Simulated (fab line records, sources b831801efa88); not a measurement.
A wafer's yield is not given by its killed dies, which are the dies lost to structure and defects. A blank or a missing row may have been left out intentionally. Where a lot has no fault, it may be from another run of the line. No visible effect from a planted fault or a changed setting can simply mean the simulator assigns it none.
A single fault, viewed from 2 desks || flow sfqLine || each desk has only its own numbers; what lay behind them comes last

METROLOGY DESK
Lot by lot, what the gauges showed, no matter which tool ran the lot: averages of those sampled wafers that carry a number. Any lot whose mean is over 4 standard deviations away from the usual mean is out of limits and marked OUT; that distance is given in the brackets.
Columns: A = M2_NB_RS at SFQ_M2_RS_MEAS_914, usual 0.893 ohm/sq
{"lot": "L876", "first seen here": "day 31 00:37", "A": 0.896}
{"lot": "L877", "first seen here": "day 31 09:01", "A": 0.898}
{"lot": "L878", "first seen here": "day 32 04:32", "A": 0.894}
{"lot": "L879", "first seen here": "day 32 15:47", "A": 0.882}
{"lot": "L881", "first seen here": "day 33 19:04", "A": 0.898}
{"lot": "L882", "first seen here": "day 34 09:41", "A": 0.881}
{"lot": "L888", "first seen here": "day 36 12:21", "A": "3.015 (+99 or more) OUT"}
{"lot": "L889", "first seen here": "day 36 19:33", "A": "2.996 (+99 or more) OUT"}
{"lot": "L891", "first seen here": "day 37 01:34", "A": 0.889}
{"lot": "L894", "first seen here": "day 38 22:44", "A": 0.890}
{"lot": "L895", "first seen here": "day 39 08:20", "A": 0.892}
{"lot": "L897", "first seen here": "day 40 01:59", "A": 0.899}
{"lot": "L898", "first seen here": "day 40 09:49", "A": 0.901}
{"lot": "L899", "first seen here": "day 40 14:05", "A": 0.896}
This desk finds L888, L889 out of limits, with the earliest case on L888 at day 36 12:21 (M2_NB_RS at SFQ_M2_RS_MEAS_914). L876, L877, L878, L879, L881, L882, L891, L894, L895, L897, L898, L899 stayed within limits.

FOR THE TOOL OWNER'S DESK: pvdSputter-03
The tool's own readings at SFQ_TRILAYER_M2_DEP_SPUTTER_055 (material Nb, target thk 200 nm, time 133.3 s): means of the sampled wafers that have a number, for each lot that ran on this tool. Any lot whose mean is over 4 standard deviations away from the usual mean is out of limits and marked OUT; that distance is given in the brackets.
Columns: A = throttleValvePct at SFQ_TRILAYER_M2_DEP_SPUTTER_055, usual 29.8 %
{"lot": "L881", "first seen here": "day 33 18:59", "A": 30.1}
{"lot": "L882", "first seen here": "day 34 09:34", "A": 30.0}
{"lot": "L888", "first seen here": "day 36 12:16", "A": 29.9}
{"lot": "L889", "first seen here": "day 36 19:28", "A": 29.7}
{"lot": "L895", "first seen here": "day 39 08:15", "A": 29.7}
{"lot": "L897", "first seen here": "day 40 01:52", "A": 29.9}
Result from this desk: across the 6 lots, nothing is out of limits.

BROUGHT TOGETHER
Metrology desk: alarm possible at day 36 12:21 on L888, L889.
The tool owner's desk saw nothing out of limits.
Tool owner's desk: L888, L889 on record, inside its limits.
Every lot named ran SFQ_TRILAYER_M2_DEP_SPUTTER_055 on pvdSputter-03.

WHAT THE SIMULATOR PUT IN
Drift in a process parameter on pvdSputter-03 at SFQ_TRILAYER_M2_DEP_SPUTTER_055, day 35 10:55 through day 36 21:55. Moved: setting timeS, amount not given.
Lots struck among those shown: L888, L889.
Per desk, hours elapsed from the start of the fault to the first reading out of limits: for the metrology desk, 25.
